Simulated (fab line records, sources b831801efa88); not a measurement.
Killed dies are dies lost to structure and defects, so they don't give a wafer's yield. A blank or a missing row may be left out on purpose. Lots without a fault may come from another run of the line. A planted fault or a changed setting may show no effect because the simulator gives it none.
fab line records | flow gf180mcu
record lots=24 wafers=72 last_day=34
route steps=602 shown MVSD@73 POLY_GATE@168 HV_LDD@213
lots that met no fault: from a run of the same line without faults
start_h: hours from the record's first day to the start of the lot's first wafer shown | wait_h: hours since the lot's step before | " the same as in the row above | L1.1+2: a row that stands for several wafers | - no value, or no start given | * or withheld: withheld | < > ~ a bound
route shown NAME@n: a module of which the file shows steps, and the number in the route of the first | usual: mean/standard deviation of fault-free wafers | same: alike in all rows | chamber/n: place in a boat | sites: the reading at each site | _std_site: their standard deviation | _edge_site: outer sites' mean less inner sites' | radius_mm: how far each site lies from the wafer's centre | mask NAME#n: copy n | behind: the tool/chamber that last shaped the wafer | hold: why the lot was held/for how many hours/how that ended | device: the transistor (n, p or np) that didn't switch | end of line: the same wafers' tests at the end of the route | a step without rows: its recipe alone | killed: dies lost to structure and defects at the first sort, not the wafer's yield | map: a wafer's dies, x killed, . not, _ none there
set.NAME: the setting as run; set.NAME@STEP: as run at that earlier step | model.NAME: the simulator's own value behind a step, which no gauge read
steps of the route over a sample of lots; a table a step, a row a wafer
services: from which hour (start_h, from the record's first day; less than 0 if before it) a tool's chamber was out of use, for how many hours, and why
## steps
# step GF_MVSD_OVL_MEAS_07
# usual MVSD_OVL=-0.6/1.4
# columns lot.wafer tool chamber start_h wait_h MVSD_OVL[nm]
L074.2 overlay-01 - 82.87 - -1.1
L074.5 " - " " -2.9
L074.6 " - " " -1.5
L075.3 overlay-02 - 88.56 - -0.2
L075.4 " - " " 1.0
L075.5 " - " " 2.4
L076.2 overlay-01 - 93.94 - 0.1
L076.5 " - " " -3.2
L076.6 " - " " -1.8
L077.1 overlay-02 - 102.84 - 1.0
L077.2 " - " " -0.1
L077.6 " - " " 0.3
L078.1 overlay-02 - 104.91 - 0.5
L078.2 " - " " 0.3
L078.3 " - " " -1.6
L079.2 overlay-02 - 113.04 - -0.3
L079.5 " - " " 0.1
L079.6 " - " " 1.7
L080.1 overlay-01 - 117.21 - 1.1
L080.3 " - " " -0.8
L080.4 " - " " -0.2
L081.1 overlay-02 - 121.01 - -1.7
L081.4 " - " " -2.2
L081.6 " - " " -0.7
L082.3 overlay-01 - 130.48 - -0.9
L082.4 " - " " -0.4
L082.5 " - " " -2.1
L083.1 overlay-01 - 134.20 - -0.1
L083.2 " - " " -4.5
L083.4 " - " " -1.4
L084.1 overlay-01 - 138.86 - 0.2
L084.3 " - " " 2.1
L084.6 " - " " -1.0
L085.3 overlay-01 - 146.41 - 0.6
L085.4 " - " " -0.4
L085.5 " - " " -1.0
L086.1 overlay-02 - 153.58 - 0.0
L086.2 " - " " 0.4
L086.6 " - " " -1.0
L087.3 overlay-02 - 157.92 - 0.4
L087.4 " - " " -1.5
L087.5 " - " " -1.9
L088.1 overlay-02 - 162.64 - -0.5
L088.2 " - " " -3.3
L088.6 " - " " -2.0
L089.3 overlay-01 - 169.00 - -2.3
L089.4 " - " " -2.6
L089.5 " - " " -2.5
L090.1 overlay-02 - 178.28 - 1.0
L090.3 " - " " 2.1
L090.6 " - " " 0.4
L091.1 overlay-02 - 181.28 - -1.4
L091.2 " - " " -1.3
L091.5 " - " " -1.4
L092.3 overlay-01 - 185.62 - 0.8
L092.5 " - " " -0.4
L092.6 " - " " 1.9
L093.1 overlay-01 - 192.19 - -0.9
L093.2 " - " " 0.0
L093.5 " - " " 0.5
L094.2 overlay-01 - 201.64 - -1.7
L094.3 " - " " -3.6
L094.6 " - " " -0.2
L095.2 overlay-01 - 204.69 - -1.0
L095.4 " - " " -3.3
L095.5 " - " " -0.8
L096.2 overlay-01 - 209.42 - -0.3
L096.3 " - " " -1.3
L096.6 " - " " -0.6
L097.2 overlay-02 - 215.75 - 1.4
L097.5 " - " " -1.4
L097.6 " - " " -1.2
# step GF_POLY_GATE_OVL_MEAS_11
# usual POLY_GATE_OVL=0/6.7
# columns lot.wafer tool chamber start_h wait_h POLY_GATE_OVL[nm]
L074.2 overlay-01 - 198.02 0.1 -1
L074.5 " - " " 10
L074.6 " - " " 1
L075.3 overlay-02 - 201.58 0.1 -2
L075.4 " - " " -11
L075.5 " - " " 6
L076.2 overlay-01 - 208.59 0.1 -11
L076.5 " - " " 2
L076.6 " - " " -15
L077.1 overlay-01 - 220.16 0.1 -10
L077.2 " - " " -5
L077.6 " - " " -2
L078.1 overlay-02 - 225.41 0.1 -1
L078.2 " - " " 10
L078.3 " - " " 5
L079.2 overlay-01 - 231.71 0.1 2
L079.5 " - " " -7
L079.6 " - " " 3
L080.1 overlay-02 - 239.90 0.1 -6
L080.3 " - " " -1
L080.4 " - " " -11
L081.1 overlay-01 - 244.45 0.1 8
L081.4 " - " " -2
L081.6 " - " " 4
L082.3 overlay-01 - 255.34 0.1 0
L082.4 " - " " -5
L082.5 " - " " 5
L083.1 overlay-01 - 259.91 0.1 5
L083.2 " - " " -1
L083.4 " - " " -2
L084.1 overlay-01 - 265.48 0.1 6
L084.3 " - " " 13
L084.6 " - " " -3
L085.3 overlay-02 - 275.31 0.1 5
L085.4 " - " " 3
L085.5 " - " " 1
L086.1 overlay-02 - 285.51 0.1 -3
L086.2 " - " " -8
L086.6 " - " " -10
L087.3 overlay-02 - 286.41 0.1 7
L087.4 " - " " -3
L087.5 " - " " 13
L088.1 overlay-02 - 292.53 0.1 -5
L088.2 " - " " 3
L088.6 " - " " -1
L089.3 overlay-02 - 304.76 0.1 -1
L089.4 " - " " 5
L089.5 " - " " 3
L090.1 overlay-02 - 312.78 0.1 -4
L090.3 " - " " -10
L090.6 " - " " 1
L091.1 overlay-01 - 318.33 0.1 3
L091.2 " - " " 0
L091.5 " - " " 11
L092.3 overlay-01 - 321.42 0.1 -6
L092.5 " - " " -5
L092.6 " - " " 7
L093.1 overlay-02 - 330.68 0.1 -8
L093.2 " - " " 1
L093.5 " - " " 0
L094.2 overlay-01 - 345.71 0.1 0
L094.3 " - " " -9
L094.6 " - " " -4
L095.2 overlay-02 - 347.27 0.1 5
L095.4 " - " " 1
L095.5 " - " " 6
L096.2 overlay-01 - 354.39 0.1 -1
L096.3 " - " " 3
L096.6 " - " " -4
L097.2 overlay-01 - 359.62 0.1 13
L097.5 " - " " -6
L097.6 " - " " 11
# step GF_POLY_GATE_THK_MEAS_17
# recipe reads=SiO2_of_POLY_GATE_OXIDATION_16
# usual POLY_GATE_OXIDATION_THK=4.05/0.084
# columns lot.wafer tool chamber start_h wait_h POLY_GATE_OXIDATION_THK[nm]
L074.2 film_metro-03 - 199.61 0.0 4.07
L074.5 " - " " 4.04
L074.6 " - " " 4.03
L075.3 film_metro-04 - 204.03 0.0 4.07
L075.4 " - " " 4.17
L075.5 " - " " 4.16
L076.2 film_metro-03 - 210.13 0.0 4.05
L076.5 " - " " 3.99
L076.6 " - " " 4.06
L077.1 film_metro-03 - 222.93 0.0 4.08
L077.2 " - " " 4.13
L077.6 " - " " 4.05
L078.1 film_metro-03 - 227.76 0.0 4.04
L078.2 " - " " 4.09
L078.3 " - " " 4.06
L079.2 film_metro-03 - 233.64 0.0 3.96
L079.5 " - " " 3.90
L079.6 " - " " 3.91
L080.1 film_metro-03 - 242.69 0.0 4.06
L080.3 " - " " 4.13
L080.4 " - " " 4.09
L081.1 film_metro-01 - 246.04 0.0 4.18
L081.4 " - " " 4.08
L081.6 " - " " 4.11
L082.3 film_metro-03 - 258.35 0.0 4.00
L082.4 " - " " 3.94
L082.5 " - " " 3.93
L083.1 film_metro-04 - 263.09 0.0 4.05
L083.2 " - " " 3.97
L083.4 " - " " 4.02
L084.1 film_metro-04 - 268.26 0.0 4.26
L084.3 " - " " 4.20
L084.6 " - " " 4.08
L085.3 film_metro-03 - 277.78 0.0 3.96
L085.4 " - " " 3.93
L085.5 " - " " 3.96
L086.1 film_metro-03 - 287.49 0.0 4.19
L086.2 " - " " 4.24
L086.6 " - " " 4.25
L087.3 film_metro-04 - 288.08 0.0 4.04
L087.4 " - " " 4.15
L087.5 " - " " 4.14
L088.1 film_metro-01 - 294.08 0.0 3.99
L088.2 " - " " 4.06
L088.6 " - " " 4.01
L089.3 film_metro-03 - 306.31 0.0 4.07
L089.4 " - " " 4.01
L089.5 " - " " 4.09
L090.1 film_metro-04 - 314.80 0.0 3.84
L090.3 " - " " 3.94
L090.6 " - " " 3.93
L091.1 film_metro-04 - 319.87 0.0 4.10
L091.2 " - " " 4.16
L091.5 " - " " 4.01
L092.3 film_metro-04 - 322.98 0.0 4.09
L092.5 " - " " 4.08
L092.6 " - " " 4.10
L093.1 film_metro-04 - 332.76 0.0 3.93
L093.2 " - " " 3.94
L093.5 " - " " 4.00
L094.2 film_metro-04 - 348.01 0.0 4.01
L094.3 " - " " 4.01
L094.6 " - " " 4.01
L095.2 film_metro-04 - 349.33 0.0 4.00
L095.4 " - " " 4.00
L095.5 " - " " 3.95
L096.2 film_metro-03 - 355.93 0.0 4.05
L096.3 " - " " 4.11
L096.6 " - " " 4.03
L097.2 film_metro-03 - 361.16 0.0 4.06
L097.5 " - " " 4.07
L097.6 " - " " 4.07
# step GF_HV_LDD_STRIP_37
# recipe chemistry=O2/N2 power_w=1400 pressure_mtorr=1500 platen_temp_c=250 o2_flow_sccm=3000 n2_flow_sccm=300 overash_fraction=0.5
# usual drypump_motor_current_A=5.7/0.55 heater_power_w=317/20 oes_product_au=0.716/0.0048 strip_time_to_endpoint_s=12.64/0.039
# columns lot.wafer tool chamber start_h wait_h drypump_motor_current_A heater_power_w oes_product_au rf_hours_counter_h strip_time_to_endpoint_s
L074.2 plasma_asher-02 0 254.14 0.1 6.5 296 0.711 67 12.71
L074.5 " 1 " " 6.1 296 0.724 - 12.64
L074.6 " 0 " " 6.5 305 0.720 - 12.68
L075.3 plasma_asher-04 0 258.38 0.1 4.8 350 0.710 - 12.59
L075.4 " 1 " " 6.0 339 0.721 - 12.56
L075.5 " 0 " " 4.8 366 0.723 - 12.57
L076.2 plasma_asher-02 1 266.60 0.1 6.1 300 0.723 69 12.62
L076.5 " 1 " " 6.1 295 0.721 - 12.64
L076.6 " 0 " " 6.5 290 0.721 - 12.62
L077.1 plasma_asher-04 0 279.99 0.1 4.8 350 0.717 16 12.68
L077.2 " 1 " " 6.0 343 0.719 16 12.65
L077.6 " 1 " " 6.0 343 0.711 - 12.62
L078.1 plasma_asher-02 1 284.84 0.1 6.1 298 0.721 71 12.61
L078.2 " 0 " " 6.5 294 0.724 71 12.65
L078.3 " 1 " " 6.1 304 0.713 - 12.67
L079.2 plasma_asher-03 0 291.75 0.1 5.2 323 0.712 52 12.64
L079.5 " 1 " " 5.4 307 0.712 - 12.58
L079.6 " 0 " " 5.2 313 0.712 - 12.60
L080.1 plasma_asher-03 0 302.60 0.1 5.2 317 0.722 53 12.62
L080.3 " 1 " " 5.4 315 0.716 - 12.60
L080.4 " 0 " " 5.2 317 0.716 - 12.61
L081.1 plasma_asher-02 1 305.65 0.1 6.1 296 0.711 73 12.64
L081.4 " 0 " " 6.5 302 0.716 - 12.69
L081.6 " 1 " " 6.1 295 0.719 - 12.69
L082.3 plasma_asher-03 0 318.17 0.1 5.2 323 0.723 - 12.64
L082.4 " 1 " " 5.4 318 0.712 - 12.64
L082.5 " 1 " " 5.4 324 0.713 - 12.62
L083.1 plasma_asher-03 0 324.94 0.1 5.2 309 0.714 55 12.70
L083.2 " 1 " " 5.4 309 0.714 55 12.69
L083.4 " 1 " " 5.4 318 0.720 - 12.70
L084.1 plasma_asher-04 1 330.15 0.1 6.1 353 0.717 22 12.65
L084.3 " 1 " " 6.0 359 0.717 - 12.61
L084.6 " 0 " " 4.8 356 0.704 - 12.62
L085.3 plasma_asher-02 1 340.69 0.1 6.1 299 0.725 - 12.58
L085.4 " 0 " " 6.5 299 0.720 - 12.58
L085.5 " 0 " " 6.5 300 0.719 - 12.58
L086.1 plasma_asher-02 1 351.25 0.1 6.1 302 0.707 78 12.66
L086.2 " 0 " " 6.5 300 0.708 78 12.64
L086.6 " 1 " " 6.1 295 0.713 - 12.63
L087.3 plasma_asher-04 0 352.24 0.1 4.8 351 0.713 - 12.67
L087.4 " 1 " " 6.0 357 0.714 - 12.67
L087.5 " 0 " " 4.9 356 0.716 - 12.69
L088.1 plasma_asher-02 0 359.04 0.1 6.5 297 0.712 79 12.65
L088.2 " 1 " " 6.1 303 0.719 79 12.66
L088.6 " 0 " " 6.5 302 0.721 - 12.66
L089.3 plasma_asher-03 1 371.44 0.1 5.4 316 0.717 - 12.70
L089.4 " 0 " " 5.2 308 0.717 - 12.64
L089.5 " 1 " " 5.4 314 0.715 - 12.67
L090.1 plasma_asher-04 0 381.30 0.1 4.9 351 0.722 28 12.67
L090.3 " 0 " " 4.8 344 0.708 - 12.66
L090.6 " 1 " " 6.1 355 0.716 - 12.62
L091.1 plasma_asher-03 0 386.54 0.1 5.2 321 0.713 63 12.69
L091.2 " 1 " " 5.4 316 0.722 63 12.65
L091.5 " 0 " " 5.2 321 0.712 - 12.64
L092.3 plasma_asher-03 0 389.69 0.1 5.2 318 0.710 - 12.64
L092.5 " 0 " " 5.2 311 0.716 - 12.61
L092.6 " 1 " " 5.4 317 0.711 - 12.63
L093.1 plasma_asher-03 0 400.04 0.1 5.2 312 0.719 65 12.62
L093.2 " 1 " " 5.4 309 0.721 65 12.62
L093.5 " 0 " " 5.2 322 0.712 - 12.59
L094.2 plasma_asher-02 1 417.05 0.1 6.1 299 0.719 84 12.65
L094.3 " 1 " " 6.1 305 0.719 - 12.59
L094.6 " 0 " " 6.5 307 0.715 - 12.64
L095.2 plasma_asher-03 1 418.34 0.1 5.4 313 0.715 67 12.64
L095.4 " 1 " " 5.4 310 0.710 - 12.68
L095.5 " 1 " " 5.4 314 0.717 - 12.62
L096.2 plasma_asher-03 0 425.70 0.1 5.2 317 0.718 67 12.71
L096.3 " 0 " " 5.2 329 0.719 - 12.70
L096.6 " 1 " " 5.4 318 0.711 - 12.71
L097.2 plasma_asher-02 1 431.49 0.1 6.1 288 0.718 0 12.65
L097.5 " 0 " " 6.5 327 0.718 - 12.62
L097.6 " 1 " " 6.1 287 0.700 - 12.62
# step GF_HV_LDD_TW_MEAS_38
# usual HV_LDD_3_TW=1423/7
# columns lot.wafer tool chamber start_h wait_h HV_LDD_3_TW
L074.2 film_metro-04 - 254.25 0.1 1425
L074.5 " - " " 1424
L074.6 " - " " 1428
L075.3 film_metro-02 - 258.47 0.1 1415
L075.4 " - " " 1427
L075.5 " - " " 1424
L076.2 film_metro-02 - 266.71 0.1 1420
L076.5 " - " " 1429
L076.6 " - " " 1421
L077.1 film_metro-01 - 280.09 0.1 1411
L077.2 " - " " 1418
L077.6 " - " " 1417
L078.1 film_metro-04 - 284.94 0.1 1431
L078.2 " - " " 1419
L078.3 " - " " 1433
L079.2 film_metro-01 - 291.86 0.1 1415
L079.5 " - " " 1422
L079.6 " - " " 1419
L080.1 film_metro-04 - 302.70 0.1 1423
L080.3 " - " " 1425
L080.4 " - " " 1424
L081.1 film_metro-04 - 305.75 0.1 1434
L081.4 " - " " 1421
L081.6 " - " " 1422
L082.3 film_metro-01 - 318.26 0.1 1421
L082.4 " - " " 1423
L082.5 " - " " 1415
L083.1 film_metro-01 - 325.04 0.1 1408
L083.2 " - " " 1422
L083.4 " - " " 1429
L084.1 film_metro-02 - 330.25 0.1 1421
L084.3 " - " " 1424
L084.6 " - " " 1418
L085.3 film_metro-02 - 340.77 0.1 1436
L085.4 " - " " 1425
L085.5 " - " " 1427
L086.1 film_metro-01 - 351.35 0.1 1424
L086.2 " - " " 1423
L086.6 " - " " 1426
L087.3 film_metro-04 - 352.32 0.1 1421
L087.4 " - " " 1420
L087.5 " - " " 1421
L088.1 film_metro-02 - 359.14 0.1 1424
L088.2 " - " " 1425
L088.6 " - " " 1427
L089.3 film_metro-04 - 371.52 0.1 1420
L089.4 " - " " 1423
L089.5 " - " " 1417
L090.1 film_metro-01 - 381.40 0.1 1423
L090.3 " - " " 1427
L090.6 " - " " 1430
L091.1 film_metro-01 - 386.64 0.1 1421
L091.2 " - " " 1417
L091.5 " - " " 1419
L092.3 film_metro-01 - 389.77 0.1 1425
L092.5 " - " " 1418
L092.6 " - " " 1414
L093.1 film_metro-04 - 400.14 0.1 1429
L093.2 " - " " 1422
L093.5 " - " " 1430
L094.2 film_metro-01 - 417.16 0.1 1409
L094.3 " - " " 1414
L094.6 " - " " 1404
L095.2 film_metro-04 - 418.45 0.1 1418
L095.4 " - " " 1424
L095.5 " - " " 1420
L096.2 film_metro-02 - 425.81 0.1 1434
L096.3 " - " " 1434
L096.6 " - " " 1435
L097.2 film_metro-02 - 431.60 0.1 1437
L097.5 " - " " 1439
L097.6 " - " " 1428
# step GF_HV_LDD_OVL_MEAS_47
# usual HV_LDD_03_OVL=-0.6/1.5
# columns lot.wafer tool chamber start_h wait_h HV_LDD_03_OVL[nm]
L074.2 overlay-01 - 272.52 0.1 -1.8
L074.5 " - " " -1.2
L074.6 " - " " -0.7
L075.3 overlay-01 - 277.07 0.1 -1.4
L075.4 " - " " 1.0
L075.5 " - " " 0.8
L076.2 overlay-01 - 285.82 0.1 -2.0
L076.5 " - " " -1.1
L076.6 " - " " -2.1
L077.1 overlay-01 - 300.02 0.1 -1.5
L077.2 " - " " -2.6
L077.6 " - " " -0.4
L078.1 overlay-02 - 304.47 0.1 -1.6
L078.2 " - " " -1.3
L078.3 " - " " -0.6
L079.2 overlay-02 - 311.76 0.1 -0.9
L079.5 " - " " 0.3
L079.6 " - " " -1.4
L080.1 overlay-01 - 323.05 0.1 0.8
L080.3 " - " " 0.8
L080.4 " - " " 1.0
L081.1 overlay-01 - 326.27 0.1 -1.0
L081.4 " - " " -1.0
L081.6 " - " " -1.6
L082.3 overlay-01 - 339.77 0.1 -2.9
L082.4 " - " " -1.5
L082.5 " - " " -0.9
L083.1 overlay-02 - 346.60 0.1 -1.1
L083.2 " - " " -1.3
L083.4 " - " " 0.3
L084.1 overlay-01 - 351.81 0.1 0.2
L084.3 " - " " 0.0
L084.6 " - " " -0.9
L085.3 overlay-01 - 362.93 0.1 1.3
L085.4 " - " " -0.7
L085.5 " - " " 0.1
L086.1 overlay-02 - 373.22 0.1 -1.9
L086.2 " - " " -2.3
L086.6 " - " " -1.3
L087.3 overlay-02 - 374.48 0.1 1.7
L087.4 " - " " 1.7
L087.5 " - " " 1.6
L088.1 overlay-02 - 381.62 0.1 1.2
L088.2 " - " " -0.2
L088.6 " - " " 0.2
L089.3 overlay-01 - 393.81 0.1 -0.7
L089.4 " - " " 0.4
L089.5 " - " " -1.2
L090.1 overlay-01 - 404.52 0.1 -2.4
L090.3 " - " " -1.6
L090.6 " - " " -1.4
L091.1 overlay-02 - 409.57 0.1 0.0
L091.2 " - " " -0.3
L091.5 " - " " -1.2
L092.3 overlay-01 - 413.36 0.1 -1.3
L092.5 " - " " -1.9
L092.6 " - " " -1.1
L093.1 overlay-01 - 423.11 0.1 -2.6
L093.2 " - " " -1.8
L093.5 " - " " -3.5
L094.2 overlay-01 - 441.37 0.1 0.2
L094.3 " - " " -0.7
L094.6 " - " " -2.5
L095.2 overlay-02 - 442.41 0.1 2.7
L095.4 " - " " 1.7
L095.5 " - " " 2.7
L096.2 overlay-01 - 449.86 0.1 1.4
L096.3 " - " " 1.0
L096.6 " - " " -0.4
L097.2 overlay-02 - 455.47 0.1 -4.5
L097.5 " - " " -5.5
L097.6 " - " " -2.8
## services
# columns tool chamber start_h hours kind
plasma_asher-03 - 273.85 2.8 pm
plasma_asher-02 - 368.39 10.8 repair
plasma_asher-04 - 391.37 2.6 repair
plasma_asher-02 - 421.25 9.0 pm
plasma_asher-02 0 421.25 9.0 vent_cycle
plasma_asher-02 1 421.25 9.0 vent_cycle
plasma_asher-02 0 430.25 - clean
plasma_asher-02 1 430.25 - clean
## key
fault none
